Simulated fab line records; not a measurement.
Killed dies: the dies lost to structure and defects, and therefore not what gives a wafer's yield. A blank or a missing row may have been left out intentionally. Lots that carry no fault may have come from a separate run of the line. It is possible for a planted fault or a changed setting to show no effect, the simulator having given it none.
One fault seen from 2 desks ; flow gf180mcu ; each desk holds nothing but its own numbers, with what lay behind them at the end

FROM THE METROLOGY DESK
What the gauges read, lot by lot, whatever tool the lot ran on: means of the sampled wafers that have a number. The brackets show how far a lot's mean lies from the usual mean; more than 4 standard deviations puts the lot out of limits, marked OUT.
Columns: A = MVSD_RS at GF_VT_IMPLANT_RS_MEAS_46, usual 455.3 ohm/sq; B = MVPSD_RS at GF_VT_IMPLANT_RS_MEAS_49, usual 1168 ohm/sq; C = cd nm at GF_POLY_GATE_CD_MEAS_10, usual 280.0 nm
lot;first seen here;A;B;C
L697;day 8 14:37;456.1;1168;281.3
L698;day 9 00:06;453.8;1173;279.9
L699;day 9 04:01;455.9;1174;279.3
L702;day 10 00:40;453.9;1170;279.1
L703;day 10 06:12;455.1;1166;279.8
L704;day 10 10:23;456.6;1166;279.4
L705;day 10 19:55;453.8;1169;279.5
L708;day 11 13:02;456.1;1165;277.3
L713;day 12 20:11;456.1;1170;280.9
L714;day 13 02:07;454.1;1165;271.8 (-6.3) OUT
L715;day 13 08:14;456.5;1168;252.5 (-21) OUT
L716;day 13 12:59;455.8;1168;281.0
L719;day 14 09:22;455.2;1171;277.7
This desk's finding: out of limits on L714, L715; first on L714, day 15 04:13 (cd nm at GF_POLY_GATE_CD_MEAS_10). Within limits: L697, L698, L699, L702, L703, L704, L705, L708, L713, L716, L719.

AT THE TOOL OWNER'S DESK: krf scanner-02
The tool's own readings at GF_POLY_GATE_EXPOSE_07 (exposes mask Poly2, target cd 280 nm): means of the sampled wafers that have a number, for each lot that ran on this tool. The brackets show how far a lot's mean lies from the usual mean; more than 4 standard deviations puts the lot out of limits, marked OUT.
Columns: A = reticle temp C at GF_POLY_GATE_EXPOSE_07, usual 23.02 C; B = stage vel mm s at GF_POLY_GATE_EXPOSE_07, usual 499.96 mm/s
lot;first seen here;A;B
L702;day 11 10:47;23.06;499.95
L703;day 11 19:01;23.03;499.93
L713;day 14 11:37;23.05;499.76
L714;day 14 17:07;23.04;499.97
L715;day 14 23:13;22.97;499.87
This desk's verdict: no lot among the 5 shows anything out of limits.

TAKEN TOGETHER
L714, L715 would have let the metrology desk raise an alarm at day 15 04:13.
Nothing out of limits was seen by the tool owner's desk.
Tool owner's desk: L714, L715 on record, inside its limits.
Every lot named ran GF_POLY_GATE_EXPOSE_07 on krf scanner-02.

WHAT THE SIMULATOR PUT IN
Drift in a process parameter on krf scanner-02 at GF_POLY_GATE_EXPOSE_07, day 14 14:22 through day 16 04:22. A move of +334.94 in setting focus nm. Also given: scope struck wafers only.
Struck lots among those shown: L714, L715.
Hours from the fault's start to each desk's first reading out of limits: the metrology desk, 14.
